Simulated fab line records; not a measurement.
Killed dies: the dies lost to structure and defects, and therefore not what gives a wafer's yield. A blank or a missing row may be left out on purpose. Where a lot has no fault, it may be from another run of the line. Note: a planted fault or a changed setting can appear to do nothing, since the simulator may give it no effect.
fab line records	flow gf180mcu
[record] lots = 24	wafers = 72	lastDay = 34
route steps=602 shown V4@479 MIM@510 V5@541 TOP_METAL@572
lots that met no fault: taken from a fault-free run of the same line
startH: hours from the record's first day to the start of the lot's first wafer shown	waitH: how many hours have passed since the lot's step before this one	" as in the row above	L1.1+2: a row that stands for several wafers	- either no value or no given start	* or withheld: withheld	< > ~ a bound
route shown NAME@n: a module of which the file shows steps, and the number in the route of the first	usual: the fault-free wafers' mean and standard deviation	same: alike in all rows	chamber/n: place in a boat	sites: per-site readings	_std_site: their standard deviation	_edge_site: mean of outer sites minus mean of inner sites	radiusMm: for every site, how far away it sits from the centre of the wafer	mask NAME#n: copy n	behind: the last tool/chamber to shape the wafer	hold: the reason the lot was held/the length of the hold in hours/how it ended	device: whichever transistor did not switch (one of n, p or np)	end of line: tests of these same wafers at the route's end	a step with no rows: only its recipe	killed: dies that structure and defects cost at the first sort, which is not the same as the wafer's yield	map: a wafer's dies, marking killed ones x, the rest . and places with no die _
set.NAME: setting as actually run; set.NAME@STEP: the setting as run at that earlier step	model.NAME: the simulator's own value behind a step, which no gauge read
route steps across a sampled set of lots; one table per step, one row per wafer
services: a tool's chamber out of use, with start hour (startH, from the record's first day; less than 0 if before it), hours out, and reason
[[steps]]
[step GF_V4_THK_MEAS_03]
[recipe] reads = SiO2_of_V4_CVD_02
[usual] V4_CVD_02_THK = 851/11
lot.wafer	tool	chamber	startH	waitH	V4_CVD_02_THK[nm]
L074.1	filmMetro-02	-	556.05	0.0	844
L074.3	"	-	"	"	834
L074.6	"	-	"	"	856
L075.2	filmMetro-01	-	569.38	0.0	849
L075.4	"	-	"	"	865
L075.6	"	-	"	"	868
L076.3	filmMetro-01	-	573.74	0.1	843
L076.4	"	-	"	"	851
L076.5	"	-	"	"	859
L077.1	filmMetro-01	-	573.90	0.0	825
L077.4	"	-	"	"	842
L077.6	"	-	"	"	850
L078.1	filmMetro-01	-	576.53	0.0	847
L078.2	"	-	"	"	852
L078.6	"	-	"	"	856
L080.1	filmMetro-03	-	590.47	0.0	837
L080.2	"	-	"	"	828
L080.5	"	-	"	"	850
L079.2	filmMetro-03	-	593.68	0.0	845
L079.3	"	-	"	"	843
L079.6	"	-	"	"	844
L082.1	filmMetro-03	-	607.02	0.0	850
L082.3	"	-	"	"	841
L082.6	"	-	"	"	851
L083.1	filmMetro-01	-	614.09	0.0	846
L083.4	"	-	"	"	855
L083.5	"	-	"	"	857
L081.1	filmMetro-03	-	614.44	0.0	855
L081.2	"	-	"	"	837
L081.5	"	-	"	"	856
L084.1	filmMetro-03	-	620.58	0.0	867
L084.3	"	-	"	"	851
L084.5	"	-	"	"	866
L085.2	filmMetro-03	-	625.64	0.0	838
L085.4	"	-	"	"	853
L085.6	"	-	"	"	861
L086.1	filmMetro-03	-	641.99	0.0	840
L086.3	"	-	"	"	845
L086.4	"	-	"	"	866
L087.2	filmMetro-01	-	643.60	0.0	826
L087.3	"	-	"	"	841
L087.5	"	-	"	"	849
L088.1	filmMetro-03	-	644.14	0.0	847
L088.5	"	-	"	"	849
L088.6	"	-	"	"	850
L089.3	filmMetro-03	-	657.25	0.1	841
L089.5	"	-	"	"	841
L089.6	"	-	"	"	860
L090.2	filmMetro-01	-	666.68	0.0	851
L090.3	"	-	"	"	847
L090.5	"	-	"	"	859
L091.3	filmMetro-02	-	671.83	0.1	849
L091.4	"	-	"	"	859
L091.5	"	-	"	"	861
L092.1	filmMetro-03	-	676.84	0.0	849
L092.3	"	-	"	"	843
L092.5	"	-	"	"	851
L093.1	filmMetro-03	-	679.85	0.0	854
L093.2	"	-	"	"	857
L093.5	"	-	"	"	860
L094.2	filmMetro-03	-	689.57	0.0	850
L094.4	"	-	"	"	867
L094.6	"	-	"	"	847
L095.2	filmMetro-02	-	692.01	0.0	826
L095.3	"	-	"	"	835
L095.4	"	-	"	"	846
L096.2	filmMetro-01	-	700.41	0.0	826
L096.3	"	-	"	"	830
L096.6	"	-	"	"	846
L097.4	filmMetro-01	-	703.61	0.0	875
L097.5	"	-	"	"	876
L097.6	"	-	"	"	869
[step GF_V4_ETCH_16]
[recipe] chemistry = N2/H2	targetDepthA = withheld	overetchA = withheld	timeS = withheld	target = BARC	ionEnergyEv = 200	sourceW = 500	biasW = 100	pressureMtorr = 30	n2FlowSccm = 100	h2FlowSccm = 200
[usual] biasW = 100.0/0.32	drypumpMotorCurrentA = 5.5/0.38	n2FlowSccm = 100.0/0.32	oesProductAu = 0.855/0.0046	throttleValvePct = 13.225/0.0091
lot.wafer	tool	chamber	startH	waitH	biasW	drypumpMotorCurrentA	n2FlowSccm	oesProductAu	throttleValvePct
L074.1	rieDiel-01	2	578.39	0.0	99.7	5.4	99.8	0.862	13.233
L074.3	"	3	"	"	100.0	6.2	99.7	0.859	13.229
L074.6	"	3	"	"	100.1	6.2	99.3	0.854	13.230
L075.2	rieDiel-02	3	591.19	0.0	99.9	5.2	99.6	0.862	13.217
L075.4	"	1	"	"	100.3	5.8	100.1	0.861	13.248
L075.6	"	2	"	"	99.9	4.8	100.1	0.850	13.238
L076.3	rieDiel-02	1	595.99	0.0	100.0	5.8	100.0	0.867	13.234
L076.4	"	2	"	"	100.2	4.8	100.2	0.854	13.217
L076.5	"	1	"	"	99.7	5.8	100.4	0.863	13.240
L077.1	rieDiel-04	0	596.34	0.0	99.6	5.7	99.7	0.859	13.246
L077.4	"	1	"	"	99.5	5.3	99.9	0.851	13.225
L077.6	"	0	"	"	99.8	5.7	99.7	0.855	13.228
L078.1	rieDiel-02	1	598.54	0.0	100.0	5.8	99.5	0.855	13.224
L078.2	"	0	"	"	100.1	5.7	100.1	0.855	13.218
L078.6	"	2	"	"	100.4	4.9	99.6	0.860	13.218
L080.1	rieDiel-04	1	612.04	0.0	100.5	5.3	99.9	0.845	13.232
L080.2	"	2	"	"	100.2	5.1	99.9	0.857	13.228
L080.5	"	0	"	"	100.1	5.7	100.1	0.851	13.204
L079.2	rieDiel-01	1	615.44	0.0	100.1	4.9	99.9	0.858	13.236
L079.3	"	0	"	"	100.6	5.8	100.4	0.860	13.221
L079.6	"	1	"	"	100.2	4.9	100.1	0.849	13.231
L082.1	rieDiel-02	1	627.69	0.0	100.5	5.8	100.0	0.841	13.235
L082.3	"	2	"	"	100.4	4.8	100.0	0.855	13.221
L082.6	"	0	"	"	100.1	5.7	100.6	0.847	13.234
L083.1	rieDiel-04	2	634.89	0.0	99.9	5.1	100.3	0.850	13.220
L083.4	"	1	"	"	100.7	5.3	100.1	0.859	13.233
L083.5	"	3	"	"	100.4	5.7	99.4	0.854	13.258
L081.1	rieDiel-01	3	635.24	0.0	99.9	6.2	100.1	0.855	13.220
L081.2	"	0	"	"	100.3	5.8	100.1	0.856	13.248
L081.5	"	3	"	"	100.0	6.1	99.8	0.858	13.222
L084.1	rieDiel-04	2	641.99	0.0	100.3	5.2	99.8	0.853	13.227
L084.3	"	3	"	"	99.9	5.7	100.2	0.862	13.235
L084.5	"	1	"	"	99.9	5.3	99.7	0.860	13.216
L085.2	rieDiel-02	0	646.34	0.0	99.6	5.7	99.6	0.860	13.218
L085.4	"	3	"	"	99.9	5.2	100.3	0.853	13.201
L085.6	"	1	"	"	100.3	5.8	100.3	0.862	13.228
L086.1	rieDiel-01	3	662.69	0.0	100.2	6.2	99.9	0.851	13.235
L086.3	"	0	"	"	99.8	5.8	99.8	0.856	13.213
L086.4	"	2	"	"	99.6	5.5	99.8	0.858	13.222
L087.2	rieDiel-04	3	664.29	0.0	99.7	5.7	100.3	0.855	13.235
L087.3	"	0	"	"	99.8	5.7	100.1	0.855	13.220
L087.5	"	3	"	"	99.7	5.7	100.5	0.859	13.227
L088.1	rieDiel-01	0	664.89	0.0	100.0	5.8	100.1	0.846	13.237
L088.5	"	3	"	"	100.0	6.1	100.1	0.851	13.222
L088.6	"	0	"	"	99.9	5.9	100.2	0.862	13.221
L089.3	rieDiel-02	1	677.09	0.0	99.4	5.8	100.2	0.855	13.224
L089.5	"	0	"	"	100.0	5.7	99.7	0.852	13.225
L089.6	"	1	"	"	100.1	5.8	99.8	0.848	13.220
L090.2	rieDiel-01	1	686.64	0.0	100.0	4.9	99.7	0.852	13.228
L090.3	"	0	"	"	100.0	5.8	100.1	0.860	13.221
L090.5	"	1	"	"	99.8	4.9	99.7	0.856	13.216
L091.3	rieDiel-01	1	692.19	0.0	99.8	4.9	100.7	0.854	13.213
L091.4	"	2	"	"	100.0	5.4	100.1	0.858	13.215
L091.5	"	1	"	"	100.1	4.9	99.6	0.856	13.226
L092.1	rieDiel-02	1	696.46	0.0	100.0	5.7	99.8	0.860	13.220
L092.3	"	0	"	"	99.8	5.7	100.1	0.855	13.229
L092.5	"	1	"	"	100.5	5.8	100.2	0.857	13.234
L093.1	rieDiel-01	2	700.89	0.0	100.5	5.4	100.0	0.858	13.230
L093.2	"	1	"	"	99.6	4.9	100.3	0.850	13.224
L093.5	"	0	"	"	99.5	5.9	99.9	0.855	13.224
L094.2	rieDiel-04	0	709.54	0.0	100.3	5.7	100.2	0.853	13.223
L094.4	"	2	"	"	99.9	5.1	99.9	0.858	13.221
L094.6	"	1	"	"	100.5	5.2	99.2	0.851	13.224
L095.2	rieDiel-04	2	711.69	0.0	99.7	5.1	100.6	0.854	13.222
L095.3	"	1	"	"	100.6	5.3	100.1	0.854	13.233
L095.4	"	0	"	"	100.5	5.7	99.3	0.854	13.222
L096.2	rieDiel-04	2	719.19	0.0	100.0	5.1	99.5	0.853	13.223
L096.3	"	1	"	"	100.7	5.3	100.0	0.849	13.224
L096.6	"	1	"	"	100.5	5.3	100.1	0.851	13.214
L097.4	rieDiel-04	2	722.09	0.0	99.2	5.1	99.9	0.862	13.231
L097.5	"	2	"	"	99.6	5.1	100.4	0.865	13.212
L097.6	"	1	"	"	100.1	5.3	100.5	0.853	13.225
[step GF_MIM_SPUTTER_07]
[recipe] material = TiN	targetThkNm = 60	powerW = 6500	timeS = 50	chamberPressurePa = 0.4
[usual] throttleValvePct = 29.4/1.3
lot.wafer	tool	chamber	startH	waitH	throttleValvePct
L074.1	pvdSputter-03	-	580.06	0.1	31.4
L074.3	"	-	"	"	28.3
L074.6	"	-	"	"	31.5
L075.2	pvdSputter-03	-	592.91	0.0	29.2
L075.4	"	-	"	"	28.9
L075.6	"	-	"	"	28.8
L076.3	pvdSputter-01	-	598.00	0.0	30.7
L076.4	"	-	"	"	27.0
L076.5	"	-	"	"	29.2
L077.1	pvdSputter-03	-	598.03	0.1	29.1
L077.4	"	-	"	"	28.9
L077.6	"	-	"	"	29.2
L078.1	pvdSputter-01	-	600.21	0.1	26.9
L078.2	"	-	"	"	29.7
L078.6	"	-	"	"	30.9
L080.1	pvdSputter-03	-	613.72	0.1	31.7
L080.2	"	-	"	"	29.4
L080.5	"	-	"	"	28.9
L079.2	pvdSputter-01	-	617.11	0.0	26.8
L079.3	"	-	"	"	29.0
L079.6	"	-	"	"	27.1
L082.1	pvdSputter-03	-	629.69	0.1	29.3
L082.3	"	-	"	"	31.5
L082.6	"	-	"	"	29.0
L083.1	pvdSputter-01	-	636.56	0.1	31.0
L083.4	"	-	"	"	29.3
L083.5	"	-	"	"	31.1
L081.1	pvdSputter-01	-	636.91	0.1	29.7
L081.2	"	-	"	"	26.6
L081.5	"	-	"	"	29.5
L084.1	pvdSputter-03	-	643.66	0.1	31.7
L084.3	"	-	"	"	29.0
L084.5	"	-	"	"	29.1
L085.2	pvdSputter-01	-	648.01	0.0	31.1
L085.4	"	-	"	"	29.1
L085.6	"	-	"	"	29.5
L086.1	pvdSputter-01	-	664.39	0.1	29.3
L086.3	"	-	"	"	30.8
L086.4	"	-	"	"	26.9
L087.2	pvdSputter-02	-	665.96	0.0	28.9
L087.3	"	-	"	"	29.2
L087.5	"	-	"	"	29.4
L088.1	pvdSputter-02	-	666.59	0.1	31.0
L088.5	"	-	"	"	28.9
L088.6	"	-	"	"	31.2
L089.3	pvdSputter-01	-	679.17	0.0	26.7
L089.5	"	-	"	"	30.6
L089.6	"	-	"	"	29.1
L090.2	pvdSputter-01	-	688.33	0.0	26.7
L090.3	"	-	"	"	29.8
L090.5	"	-	"	"	30.8
L091.3	pvdSputter-01	-	693.94	0.0	26.8
L091.4	"	-	"	"	29.6
L091.5	"	-	"	"	30.6
L092.1	pvdSputter-01	-	698.31	0.1	29.4
L092.3	"	-	"	"	29.7
L092.5	"	-	"	"	30.9
L093.1	pvdSputter-01	-	702.56	0.1	29.6
L093.2	"	-	"	"	29.5
L093.5	"	-	"	"	29.9
L094.2	pvdSputter-01	-	711.24	0.0	29.9
L094.4	"	-	"	"	29.2
L094.6	"	-	"	"	29.2
L095.2	pvdSputter-01	-	713.39	0.0	29.2
L095.3	"	-	"	"	30.9
L095.4	"	-	"	"	29.7
L096.2	pvdSputter-03	-	720.86	0.0	29.2
L096.3	"	-	"	"	28.8
L096.6	"	-	"	"	28.4
L097.4	pvdSputter-01	-	723.78	0.0	30.7
L097.5	"	-	"	"	29.2
L097.6	"	-	"	"	30.0
[step GF_V5_THK_MEAS_01]
[recipe] reads = SiO2_of_V5_CVD_00
[usual] V5_CVD_00_THK = 300.3/2.8
lot.wafer	tool	chamber	startH	waitH	V5_CVD_00_THK[nm]
L074.1	filmMetro-03	-	623.08	0.0	297.3
L074.3	"	-	"	"	299.0
L074.6	"	-	"	"	295.8
L075.2	filmMetro-04	-	635.62	0.0	301.2
L075.4	"	-	"	"	298.1
L075.6	"	-	"	"	299.9
L076.3	filmMetro-03	-	639.83	0.0	291.7
L076.4	"	-	"	"	294.1
L076.5	"	-	"	"	293.7
L077.1	filmMetro-03	-	640.16	0.0	303.5
L077.4	"	-	"	"	299.7
L077.6	"	-	"	"	300.7
L078.1	filmMetro-04	-	643.10	0.0	300.9
L078.2	"	-	"	"	301.4
L078.6	"	-	"	"	304.9
L080.1	filmMetro-04	-	654.35	0.0	300.4
L080.2	"	-	"	"	301.0
L080.5	"	-	"	"	296.4
L079.2	filmMetro-04	-	658.09	0.0	302.8
L079.3	"	-	"	"	300.3
L079.6	"	-	"	"	297.1
L082.1	filmMetro-04	-	669.93	0.0	297.7
L082.3	"	-	"	"	298.3
L082.6	"	-	"	"	302.4
L083.1	filmMetro-01	-	676.21	0.0	302.7
L083.4	"	-	"	"	297.6
L083.5	"	-	"	"	299.9
L081.1	filmMetro-04	-	677.03	0.0	302.9
L081.2	"	-	"	"	300.6
L081.5	"	-	"	"	305.2
L084.1	filmMetro-01	-	684.28	0.0	302.9
L084.3	"	-	"	"	302.6
L084.5	"	-	"	"	304.4
L085.2	filmMetro-03	-	688.65	0.1	297.1
L085.4	"	-	"	"	295.3
L085.6	"	-	"	"	297.6
L086.1	filmMetro-01	-	704.51	0.0	304.7
L086.3	"	-	"	"	304.7
L086.4	"	-	"	"	303.5
L087.2	filmMetro-03	-	706.47	0.0	302.8
L087.3	"	-	"	"	301.3
L087.5	"	-	"	"	306.1
L088.1	filmMetro-04	-	706.75	0.0	300.8
L088.5	"	-	"	"	302.5
L088.6	"	-	"	"	297.8
L089.3	filmMetro-01	-	718.24	0.0	303.2
L089.5	"	-	"	"	301.9
L089.6	"	-	"	"	302.2
L090.2	filmMetro-01	-	726.07	0.0	298.9
L090.3	"	-	"	"	300.5
L090.5	"	-	"	"	303.0
L091.3	filmMetro-04	-	731.07	0.0	299.4
L091.4	"	-	"	"	298.8
L091.5	"	-	"	"	298.9
L092.1	filmMetro-01	-	735.84	0.0	299.3
L092.3	"	-	"	"	297.8
L092.5	"	-	"	"	294.6
L093.1	filmMetro-04	-	739.89	0.0	298.6
L093.2	"	-	"	"	301.8
L093.5	"	-	"	"	300.4
L094.2	filmMetro-04	-	746.96	0.0	296.9
L094.4	"	-	"	"	304.4
L094.6	"	-	"	"	302.0
L095.2	filmMetro-04	-	749.66	0.0	305.1
L095.3	"	-	"	"	300.5
L095.4	"	-	"	"	305.0
L096.2	filmMetro-03	-	756.68	0.0	303.9
L096.3	"	-	"	"	301.8
L096.6	"	-	"	"	299.1
L097.4	filmMetro-04	-	759.83	0.0	300.2
L097.5	"	-	"	"	303.3
L097.6	"	-	"	"	298.2
[step GF_TOP_METAL_RS_MEAS_05]
[recipe] thkMeasGauge = four-point-probe	reads = TiN_of_TOP_METAL_SPUTTER_04+Ti_of_TOP_METAL_SPUTTER_03+AlCu_of_TOP_METAL_SPUTTER_02+TiN_of_TOP_METAL_SPUTTER_01+Ti_of_TOP_METAL_SPUTTER_00
[usual] TOP_METAL_ALCU_RS = 0.0327/0.00042
lot.wafer	tool	chamber	startH	waitH	TOP_METAL_ALCU_RS[ohm/sq]
L074.1	filmMetro-04	-	646.39	0.0	0.0325
L074.3	"	-	"	"	0.0324
L074.6	"	-	"	"	0.0325
L075.2	filmMetro-04	-	657.72	0.0	0.0327
L075.4	"	-	"	"	0.0328
L075.6	"	-	"	"	0.0330
L076.3	filmMetro-02	-	661.85	0.1	0.0331
L076.4	"	-	"	"	0.0333
L076.5	"	-	"	"	0.0332
L077.1	filmMetro-04	-	662.48	0.0	0.0336
L077.4	"	-	"	"	0.0334
L077.6	"	-	"	"	0.0333
L078.1	filmMetro-04	-	665.49	0.0	0.0318
L078.2	"	-	"	"	0.0328
L078.6	"	-	"	"	0.0328
L080.1	filmMetro-03	-	676.54	0.0	0.0320
L080.2	"	-	"	"	0.0324
L080.5	"	-	"	"	0.0324
L079.2	filmMetro-04	-	680.02	0.0	0.0328
L079.3	"	-	"	"	0.0325
L079.6	"	-	"	"	0.0328
L082.1	filmMetro-03	-	690.66	0.0	0.0332
L082.3	"	-	"	"	0.0329
L082.6	"	-	"	"	0.0333
L083.1	filmMetro-02	-	697.99	0.0	0.0330
L083.4	"	-	"	"	0.0328
L083.5	"	-	"	"	0.0330
L081.1	filmMetro-04	-	698.72	0.0	0.0324
L081.2	"	-	"	"	0.0324
L081.5	"	-	"	"	0.0325
L084.1	filmMetro-02	-	705.97	0.0	0.0322
L084.3	"	-	"	"	0.0324
L084.5	"	-	"	"	0.0324
L085.2	filmMetro-02	-	710.47	0.0	0.0332
L085.4	"	-	"	"	0.0332
L085.6	"	-	"	"	0.0326
L086.1	filmMetro-02	-	724.69	0.0	0.0333
L086.3	"	-	"	"	0.0331
L086.4	"	-	"	"	0.0331
L087.2	filmMetro-03	-	727.16	0.0	0.0330
L087.3	"	-	"	"	0.0325
L087.5	"	-	"	"	0.0326
L088.1	filmMetro-02	-	727.49	0.0	0.0327
L088.5	"	-	"	"	0.0328
L088.6	"	-	"	"	0.0328
L089.3	filmMetro-02	-	738.32	0.1	0.0325
L089.5	"	-	"	"	0.0326
L089.6	"	-	"	"	0.0325
L090.2	filmMetro-02	-	746.14	0.0	0.0323
L090.3	"	-	"	"	0.0323
L090.5	"	-	"	"	0.0322
L091.3	filmMetro-02	-	750.22	0.1	0.0325
L091.4	"	-	"	"	0.0325
L091.5	"	-	"	"	0.0333
L092.1	filmMetro-04	-	754.95	0.0	0.0321
L092.3	"	-	"	"	0.0326
L092.5	"	-	"	"	0.0322
L093.1	filmMetro-04	-	758.66	0.0	0.0323
L093.2	"	-	"	"	0.0324
L093.5	"	-	"	"	0.0324
L094.2	filmMetro-04	-	765.86	0.0	0.0323
L094.4	"	-	"	"	0.0333
L094.6	"	-	"	"	0.0330
L095.2	filmMetro-03	-	767.81	0.0	0.0323
L095.3	"	-	"	"	0.0323
L095.4	"	-	"	"	0.0330
L096.2	filmMetro-04	-	774.55	0.0	0.0328
L096.3	"	-	"	"	0.0327
L096.6	"	-	"	"	0.0329
L097.4	filmMetro-04	-	778.05	0.1	0.0332
L097.5	"	-	"	"	0.0323
L097.6	"	-	"	"	0.0323
[step GF_TOP_METAL_OVL_MEAS_15]
[usual] TOP_METAL_OVL = -0.2/1.2
lot.wafer	tool	chamber	startH	waitH	TOP_METAL_OVL[nm]
L074.1	overlay-02	-	665.40	0.1	-1.4
L074.3	"	-	"	"	-0.2
L074.6	"	-	"	"	-0.3
L075.2	overlay-02	-	677.31	0.1	0.6
L075.4	"	-	"	"	0.8
L075.6	"	-	"	"	-1.1
L076.3	overlay-02	-	681.32	0.1	-0.4
L076.4	"	-	"	"	-0.6
L076.5	"	-	"	"	0.2
L077.1	overlay-02	-	682.20	0.1	-1.3
L077.4	"	-	"	"	-1.1
L077.6	"	-	"	"	-2.0
L078.1	overlay-02	-	685.00	0.1	0.2
L078.2	"	-	"	"	0.9
L078.6	"	-	"	"	0.7
L080.1	overlay-01	-	695.95	0.1	-0.2
L080.2	"	-	"	"	-0.9
L080.5	"	-	"	"	-0.8
L079.2	overlay-02	-	699.01	0.1	-3.7
L079.3	"	-	"	"	-0.7
L079.6	"	-	"	"	-1.5
L082.1	overlay-02	-	709.80	0.1	-0.6
L082.3	"	-	"	"	1.3
L082.6	"	-	"	"	-0.7
L083.1	overlay-01	-	715.82	0.1	-1.4
L083.4	"	-	"	"	-0.7
L083.5	"	-	"	"	-1.3
L081.1	overlay-01	-	717.30	0.1	-0.9
L081.2	"	-	"	"	-0.5
L081.5	"	-	"	"	-0.3
L084.1	overlay-01	-	724.15	0.1	0.8
L084.3	"	-	"	"	-0.9
L084.5	"	-	"	"	0.8
L085.2	overlay-02	-	728.61	0.1	-0.6
L085.4	"	-	"	"	-2.1
L085.6	"	-	"	"	-0.2
L086.1	overlay-02	-	742.06	0.1	-0.8
L086.3	"	-	"	"	-1.2
L086.4	"	-	"	"	-0.1
L087.2	overlay-01	-	744.61	0.1	-2.1
L087.3	"	-	"	"	-2.3
L087.5	"	-	"	"	-0.8
L088.1	overlay-02	-	745.15	0.1	1.7
L088.5	"	-	"	"	0.6
L088.6	"	-	"	"	0.1
L089.3	overlay-02	-	754.91	0.1	0.0
L089.5	"	-	"	"	-1.2
L089.6	"	-	"	"	-0.7
L090.2	overlay-02	-	763.01	0.1	0.5
L090.3	"	-	"	"	0.1
L090.5	"	-	"	"	1.2
L091.3	overlay-02	-	766.41	0.1	-0.3
L091.4	"	-	"	"	0.5
L091.5	"	-	"	"	1.0
L092.1	overlay-02	-	771.31	0.1	1.5
L092.3	"	-	"	"	1.2
L092.5	"	-	"	"	2.4
L093.1	overlay-01	-	774.90	0.1	1.3
L093.2	"	-	"	"	1.0
L093.5	"	-	"	"	1.4
L094.2	overlay-01	-	782.26	0.1	-0.3
L094.4	"	-	"	"	-0.6
L094.6	"	-	"	"	1.4
L095.2	overlay-02	-	783.31	0.1	0.1
L095.3	"	-	"	"	0.1
L095.4	"	-	"	"	0.0
L096.2	overlay-01	-	790.16	0.1	0.5
L096.3	"	-	"	"	-0.3
L096.6	"	-	"	"	3.4
L097.4	overlay-01	-	793.47	0.1	0.6
L097.5	"	-	"	"	-0.1
L097.6	"	-	"	"	-1.3
[[services]]
tool	chamber	startH	hours	kind
rieDiel-02	-	568.34	2.8	pm
rieDiel-04	2	579.59	4.5	repair
rieDiel-04	3	582.53	6.8	repair
rieDiel-02	3	583.33	6.8	repair
rieDiel-04	2	589.37	-	clean
pvdSputter-01	3	612.72	-	consumableReplace:kit
pvdSputter-01	3	612.72	18.0	scheduledDown
pvdSputter-01	3	612.72	18.0	ventCycle
rieDiel-01	2	614.87	43.8	repair
rieDiel-01	3	622.38	6.7	repair
pvdSputter-02	-	648.71	3.1	repair
pvdSputter-03	-	662.97	13.3	repair
pvdSputter-03	-	664.13	0.7	repair
rieDiel-01	1	667.29	16.2	repair
pvdSputter-02	-	667.51	2.9	repair
rieDiel-01	-	671.89	2.8	pm
rieDiel-01	3	688.65	12.0	repair
rieDiel-02	-	697.54	0.6	repair
rieDiel-01	3	706.56	3.5	repair
pvdSputter-01	2	712.55	-	consumableReplace:kit
pvdSputter-01	2	712.55	18.0	scheduledDown
pvdSputter-01	2	712.55	18.0	ventCycle
rieDiel-02	-	721.75	0.4	repair
rieDiel-02	-	723.08	1.8	repair
[[key]]
fault none
